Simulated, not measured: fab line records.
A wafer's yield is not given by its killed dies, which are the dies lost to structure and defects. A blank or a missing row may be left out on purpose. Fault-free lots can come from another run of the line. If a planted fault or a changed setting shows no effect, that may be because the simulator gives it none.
Commonality check across tools | flow gf180mcu | 13 lots and 39 wafers in the sample

## REASON IT WAS OPENED
On 2 of the 13 lots, a flag is raised at GF_STI_CD_MEAS_12 on the reading cd-nm. Wafers without a fault read 220.0 nm, standard deviation 1.4.
Rule: a lot is flagged in two cases, either no wafer of it has a number, or all its wafers with numbers fall more than 4 standard deviations from that mean. All remaining lots are regarded as sound.

lot  | measured    | on        | cd-nm (nm), wafer by wafer | flag
L489 | day 2 12:40 | cd-sem-01 | 219.4 218.8 220.6          |
L490 | day 2 16:27 | cd-sem-02 | 218.4 218.1 218.8          |
L491 | day 2 20:52 | cd-sem-01 | 222.0 222.0 222.4          |
L492 | day 3 05:47 | cd-sem-02 | 217.4 218.0 218.2          |
L495 | day 3 20:42 | cd-sem-02 | 316.8 318.3 316.4          | FLAGGED
L496 | day 4 00:17 | cd-sem-01 | 317.1 317.0 317.3          | FLAGGED
L497 | day 4 06:00 | cd-sem-01 | 217.8 219.2 217.9          |
L503 | day 5 11:59 | cd-sem-02 | 218.7 219.6 219.5          |
L504 | day 5 17:19 | cd-sem-01 | 220.7 219.3 219.8          |
L505 | day 5 21:55 | cd-sem-01 | 221.2 221.9 221.3          |
L506 | day 6 02:20 | cd-sem-01 | 221.6 222.2 221.3          |
L508 | day 6 13:41 | cd-sem-02 | 220.7 221.5 219.8          |
L510 | day 7 00:11 | cd-sem-01 | 218.9 219.5 219.9          |
On average the flagged lots' numbers are 317.1 nm, which is +97.1 nm against the usual, or +69 standard deviations.

## EACH LOT AND THE TOOL IT RAN ON
The record holds 1 process step before the reading, out of a route of 602 steps. In each cell: the tool, then ch and the chambers that the sampled wafers went through, then the start.
lot  | flag    | GF_STI_PEB_10
L489 |         | litho-track-02 ch 0, day 2 12:19
L490 |         | litho-track-03 ch 0, day 2 16:06
L491 |         | litho-track-03 ch 0, day 2 20:33
L492 |         | litho-track-01 ch 0, day 3 05:26
L495 | FLAGGED | litho-track-03 ch 0, day 3 20:21
L496 | FLAGGED | litho-track-03 ch 0, day 3 23:58
L497 |         | litho-track-01 ch 0, day 4 05:40
L503 |         | litho-track-02 ch 0, day 5 11:38
L504 |         | litho-track-02 ch 0, day 5 16:58
L505 |         | litho-track-02 ch 0, day 5 21:34
L506 |         | litho-track-01 ch 0, day 6 01:59
L508 |         | litho-track-02 ch 0, day 6 13:20
L510 |         | litho-track-02 ch 0, day 6 23:51
These steps, and what they do:
- GF_STI_PEB_10: peb time 90 s.
- GF_STI_CD_MEAS_12: target cd 220 nm.

## FLAGGED AGAINST TOTAL, ONE TOOL AT A TIME (gauges that did the reading follow at the end)
step              | tool           | lots run | flagged | share of the flagged lots | sound lots run after its first flagged lot
GF_STI_PEB_10     | litho-track-01 | 3        | 0       | none                      | -
GF_STI_PEB_10     | litho-track-02 | 6        | 0       | none                      | -
GF_STI_PEB_10     | litho-track-03 | 4        | 2       | all                       | 0
GF_STI_CD_MEAS_12 | cd-sem-01      | 8        | 1       | some                      | 5 (L497,L504,L505,L506,L510)
GF_STI_CD_MEAS_12 | cd-sem-02      | 5        | 1       | some                      | 2 (L503,L508)

## WHAT THE TABLE PERMITS
All flagged lots share 1 row of the table, namely litho-track-03 at GF_STI_PEB_10.
- litho-track-03 at GF_STI_PEB_10 ran 4 lots, 2 of them flagged. Last sound lot L491 at day 2 20:33, first flagged lot L495 at day 3 20:21; a fault beginning in between fits. Its own readings lie more than 4 standard deviations out on every wafer of the flagged lots: heater-power-total-W, plate-temp-C.
What remains is a single tool, litho-track-03 at GF_STI_PEB_10.

## WHAT THE SIMULATOR HAD INSERTED
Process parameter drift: litho-track-03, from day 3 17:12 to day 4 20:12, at GF_STI_PEB_10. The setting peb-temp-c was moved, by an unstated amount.
Struck lots among those shown: L495, L496. The same result came from the rule above.
